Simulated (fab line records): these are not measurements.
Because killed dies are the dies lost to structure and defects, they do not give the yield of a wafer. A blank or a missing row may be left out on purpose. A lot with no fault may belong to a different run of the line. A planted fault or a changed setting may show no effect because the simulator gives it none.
Which tool did it? ; flow sky130 ; 12 lots, 36 wafers sampled, at 2 steps of a route of 708

WHAT THE GAUGES READ, wafer by wafer
SKY_LDD_HVP_OVL_MEAS_07. Usual: LDD_HVP_OVL gives -0.6 nm (standard deviation 1.5).
lot;measured;on;LDD_HVP_OVL (nm);flag
L398;day 18 17:31;overlay-02;-2.9 -1.5 -0.1;
L400;day 19 14:47;overlay-01;-1.2 0.0 -2.1;
L403;day 20 14:58;overlay-02;1.4 0.4 0.4;
L404;day 21 06:16;overlay-02;-0.5 -0.2 -2.4;
L408;day 22 03:43;overlay-02;0.1 -0.5 0.1;
L409;day 22 13:04;overlay-01;-1.4 0.2 -0.6;
L410;day 22 17:43;overlay-02;-1.3 0.6 -1.8;
L412;day 23 07:52;overlay-01;-2.2 -2.0 -4.1;
L417;day 32 17:22;overlay-02;-0.2 0.4 -0.8;
L415;day 32 19:37;overlay-02;-0.5 -1.4 1.0;
L416;day 32 21:14;overlay-01;1.3 2.3 0.5;
L420;day 32 23:07;overlay-01;1.3 -0.4 2.2;

SKY_SPACER_THK_MEAS_01. Usual: SPACER_CVD_00_THK gives 43.2 nm (standard deviation 0.38).
lot;measured;on;SPACER_CVD_00_THK (nm);flag
L398;day 20 16:26;film_metro-02;43.6 43.5 43.7;
L400;day 20 21:47;film_metro-03;43.3 43.1 43.6;
L403;day 21 23:29;film_metro-01;43.3 43.4 43.3;
L404;day 22 15:06;film_metro-03;43.9 44.0 44.2;
L408;day 23 09:35;film_metro-03;43.4 43.0 43.3;
L409;day 23 19:39;film_metro-03;42.9 43.3 43.3;
L410;day 24 02:02;film_metro-03;43.7 43.2 43.3;
L412;day 24 15:29;film_metro-01;42.8 42.9 42.9;
L417;day 33 20:26;film_metro-02;43.0 42.7 42.8;
L415;day 34 00:22;film_metro-01;43.1 43.2 43.1;
L416;day 34 02:56;film_metro-02;43.4 43.5 43.3;
L420;day 34 05:21;film_metro-01;43.3 43.5 42.8;

WHICH TOOL RAN EACH LOT (tool, then ch and the chambers of the sampled wafers, then the start)
The record holds no process step before these readings.

WHAT THE TOOLS THEMSELVES READ (means of the sampled wafers that have a number; where no wafer has one, the mark that the record gives instead)
The record holds no such reading with a usual standard deviation.

THE ANSWER, worked out from the rows above alone
Rule: take the mean of a lot's wafers that have a number; if it is more than 3 standard deviations from the usual mean, the lot is off. Also off: a lot with no number at a reading for which 4 or more lots have one. Any other lot the step has rows for is counted as sound. The gauges are gone through in route order, then the tools' own readings, and for those a lot's mean is taken as printed above. The first step at which some lot is off is used, and at that step the reading that is off furthest; a lot without a number counts as furthest.
Across all readings shown, no lot is off: no conclusion can be drawn from this.

WHAT HAD BEEN PUT IN BY THE SIMULATOR
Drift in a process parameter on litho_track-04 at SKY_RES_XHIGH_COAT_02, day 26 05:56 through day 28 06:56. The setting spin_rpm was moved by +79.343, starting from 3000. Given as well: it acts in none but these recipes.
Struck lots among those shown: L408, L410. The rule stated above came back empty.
